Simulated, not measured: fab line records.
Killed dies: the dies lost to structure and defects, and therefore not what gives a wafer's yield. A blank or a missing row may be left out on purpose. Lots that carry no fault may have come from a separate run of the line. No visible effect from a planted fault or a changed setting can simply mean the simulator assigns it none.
The tool behind it: which one? | flow gf180mcu | Sampling: 11 lots, 33 wafers, 6 of 602 route steps

WHAT THE GAUGES SHOWED, per wafer
GF_NSD_TW_MEAS_12.
lot  | measured     | on           | NSD_TW
L504 | day 13 07:44 | filmMetro-02 | 4228 4201 4220
L505 | day 13 16:53 | filmMetro-04 | 4373 4361 4359
L512 | day 16 20:32 | filmMetro-03 | 4092 4091 4082
L513 | day 17 08:11 | filmMetro-04 | 4143 4155 4145
L514 | day 17 18:52 | filmMetro-03 | 4193 4201 4195
L516 | day 18 05:24 | filmMetro-02 | 4234 4248 4229
L517 | day 18 17:10 | filmMetro-02 | 4230 4244 4255
L522 | day 20 08:04 | filmMetro-03 | 4216 4187 4181
L524 | day 20 11:15 | filmMetro-04 | 4338 4342 4311
L525 | day 20 20:00 | filmMetro-02 | 4244 4248 4261
L526 | day 21 04:47 | filmMetro-04 | 4269 4291 4302

GF_PSD_RS_MEAS_14: the measuring method here is four-point-probe.
lot  | measured     | on           | NSD_RS (ohm/sq)
L504 | day 14 03:57 | filmMetro-04 | 45.96 45.88 45.98
L505 | day 14 12:32 | filmMetro-04 | 45.88 46.08 45.95
L512 | day 17 20:07 | filmMetro-04 | 59.52 59.41 59.38
L513 | day 18 08:23 | filmMetro-02 | 59.51 59.60 59.63
L514 | day 18 19:07 | filmMetro-03 | 46.27 46.23 46.30
L516 | day 19 05:44 | filmMetro-03 | 46.32 46.25 46.33
L517 | day 19 18:16 | filmMetro-03 | 46.19 46.32 46.28
L522 | day 21 09:00 | filmMetro-03 | 46.23 46.21 46.18
L524 | day 21 11:05 | filmMetro-04 | 45.97 45.96 45.85
L525 | day 21 20:13 | filmMetro-04 | 45.99 45.98 46.00
L526 | day 22 05:11 | filmMetro-03 | 46.14 46.15 46.20

GF_V1_OVL_MEAS_15.
lot  | measured     | on         | V1_OVL (nm)
L504 | day 17 23:50 | overlay-01 | -4 -3 3
L505 | day 18 10:43 | overlay-01 | -2 -16 -6
L512 | day 22 00:12 | overlay-02 | 3 3 8
L513 | day 22 13:25 | overlay-01 | 4 1 2
L514 | day 22 23:24 | overlay-02 | -11 -11 -11
L516 | day 23 10:07 | overlay-02 | 4 -3 3
L517 | day 23 20:51 | overlay-02 | 7 7 7
L522 | day 25 09:27 | overlay-02 | 3 0 11
L524 | day 25 10:43 | overlay-02 | 10 7 2
L525 | day 25 18:01 | overlay-02 | 2 7 -1
L526 | day 26 02:36 | overlay-01 | 4 8 3

GF_M2_RS_MEAS_05: the measuring method here is four-point-probe.
lot  | measured     | on           | M2_ALCU_RS (ohm/sq)
L504 | day 18 01:32 | filmMetro-01 | 0.0681 0.0681 0.0675
L505 | day 18 12:32 | filmMetro-02 | 0.0698 0.0690 0.0695
L512 | day 22 01:50 | filmMetro-02 | 0.0694 0.0688 0.0682
L513 | day 22 15:03 | filmMetro-02 | 0.0702 0.0694 0.0689
L514 | day 23 01:01 | filmMetro-03 | 0.0704 0.0696 0.0708
L516 | day 23 11:47 | filmMetro-02 | 0.0688 0.0679 0.0679
L517 | day 23 22:28 | filmMetro-03 | 0.0697 0.0691 0.0683
L522 | day 25 11:08 | filmMetro-02 | 0.0692 0.0683 0.0690
L524 | day 25 12:25 | filmMetro-03 | 0.0688 0.0691 0.0706
L525 | day 25 19:41 | filmMetro-02 | 0.0703 0.0688 0.0691
L526 | day 26 04:14 | filmMetro-03 | 0.0694 0.0687 0.0696

WHICH TOOL RAN EACH LOT (tool, then ch and the chambers of the sampled wafers, then the start)
lot  | GF_NSD_IMPLANT_09               | GF_NSD_STRIP_11
L504 | implanter-04 ch 0, day 13 07:21 | plasmaAsher-01 ch 0,1, day 13 07:38
L505 | implanter-04 ch 0, day 13 16:30 | plasmaAsher-03 ch 0,1, day 13 16:47
L512 | implanter-04 ch 0, day 16 20:09 | plasmaAsher-01 ch 0,1, day 16 20:26
L513 | implanter-04 ch 0, day 17 07:50 | plasmaAsher-01 ch 0,1, day 17 08:07
L514 | implanter-02 ch 0, day 17 18:28 | plasmaAsher-03 ch 0,1, day 17 18:46
L516 | implanter-02 ch 0, day 18 05:03 | plasmaAsher-04 ch 0,1, day 18 05:19
L517 | implanter-03 ch 0, day 18 16:46 | plasmaAsher-04 ch 0,1, day 18 17:04
L522 | implanter-02 ch 0, day 20 07:40 | plasmaAsher-01 ch 0,1, day 20 07:58
L524 | implanter-03 ch 0, day 20 10:54 | plasmaAsher-01 ch 0,1, day 20 11:10
L525 | implanter-04 ch 0, day 20 19:38 | plasmaAsher-01 ch 0,1, day 20 19:55
L526 | implanter-02 ch 0, day 21 04:24 | plasmaAsher-03 ch 0, day 21 04:40
- GF_NSD_IMPLANT_09
- GF_NSD_STRIP_11: strips in O2/N2.

WHAT THE TOOLS THEMSELVES READ (means of the sampled wafers that have a number; where no wafer has one, the mark that the record gives instead)
GF_NSD_IMPLANT_09.
lot  | tool         | beamOnS (s) | doseIonsCm2 | faradayCurrentUA
L504 | implanter-04 | 19.9        | 4e+15       | 11037
L505 | implanter-04 | 19.9        | 4e+15       | 11054
L512 | implanter-04 | 9.9         | 2e+15       | 8498
L513 | implanter-04 | 9.9         | 2e+15       | 8451
L514 | implanter-02 | 17.1        | 4e+15       | 12724
L516 | implanter-02 | 16.7        | 4e+15       | 13072
L517 | implanter-03 | 18.2        | 4e+15       | 12025
L522 | implanter-02 | 16.7        | 4e+15       | 13078
L524 | implanter-03 | 18.0        | 4e+15       | 12177
L525 | implanter-04 | 20.3        | 4e+15       | 10813
L526 | implanter-02 | 16.8        | 4e+15       | 13003

GF_NSD_STRIP_11.
lot  | tool           | drypumpMotorCurrentA (A) | heaterPowerW (W) | oesProductAu (a.u.) | platenTempC (C) | stripTimeToEndpointS (s)
L504 | plasmaAsher-01 | 5.65                     | 310              | 0.484               | 250.19          | 22.91
L505 | plasmaAsher-03 | 5.32                     | 342              | 0.484               | 250.23          | 23.00
L512 | plasmaAsher-01 | 5.48                     | 338              | 0.534               | 250.07          | 19.42
L513 | plasmaAsher-01 | 5.49                     | 337              | 0.532               | 250.01          | 19.33
L514 | plasmaAsher-03 | 5.46                     | 335              | 0.488               | 249.88          | 22.93
L516 | plasmaAsher-04 | 5.54                     | 286              | 0.488               | 249.84          | 22.96
L517 | plasmaAsher-04 | 5.50                     | 296              | 0.491               | 250.19          | 22.94
L522 | plasmaAsher-01 | 5.46                     | 335              | 0.485               | 250.03          | 22.92
L524 | plasmaAsher-01 | 5.48                     | 340              | 0.489               | 250.12          | 22.99
L525 | plasmaAsher-01 | 5.67                     | 311              | 0.488               | 250.05          | 22.95
L526 | plasmaAsher-03 | 5.21                     | 354              | 0.487               | 249.97          | 22.96

THE ANSWER, worked out from the rows above alone
Rule: usual is defined by the lots themselves. The widest of any qualifying gaps counts: lots, ordered by their means at a reading, are off when they make up no more than a third of the lots, leave a main group of 4 or more, and stand apart from it by 3 or more times the standard deviation of that group's means. The tables above print the reading to a certain number of digits; a main group whose means all agree to those digits is not used. Also off: a lot with no number at a reading for which 4 or more lots have one. The other lots that the step has rows for count as sound. After the gauges, taken in route order, come the tools' own readings; for these a lot's mean is taken, as printed above. At the first step where some lot is off, the reading lying furthest off is the one used; lots without a number count as furthest.
Off: at GF_PSD_RS_MEAS_14 (NSD_RS), L512, L513. Mean 46.11 ohm/sq and standard deviation 0.15 in the main group.
If a tool, at a process step before that reading, ran all the lots that are off and no sound lot after the first of them, it fits. The gauges at GF_PSD_RS_MEAS_14 aren't tried: what is off there is off at GF_NSD_IMPLANT_09 too, on other tools, and a gauge's error can't cause that. Of those tried, none fits.

WHAT THE SIMULATOR HAD INSERTED
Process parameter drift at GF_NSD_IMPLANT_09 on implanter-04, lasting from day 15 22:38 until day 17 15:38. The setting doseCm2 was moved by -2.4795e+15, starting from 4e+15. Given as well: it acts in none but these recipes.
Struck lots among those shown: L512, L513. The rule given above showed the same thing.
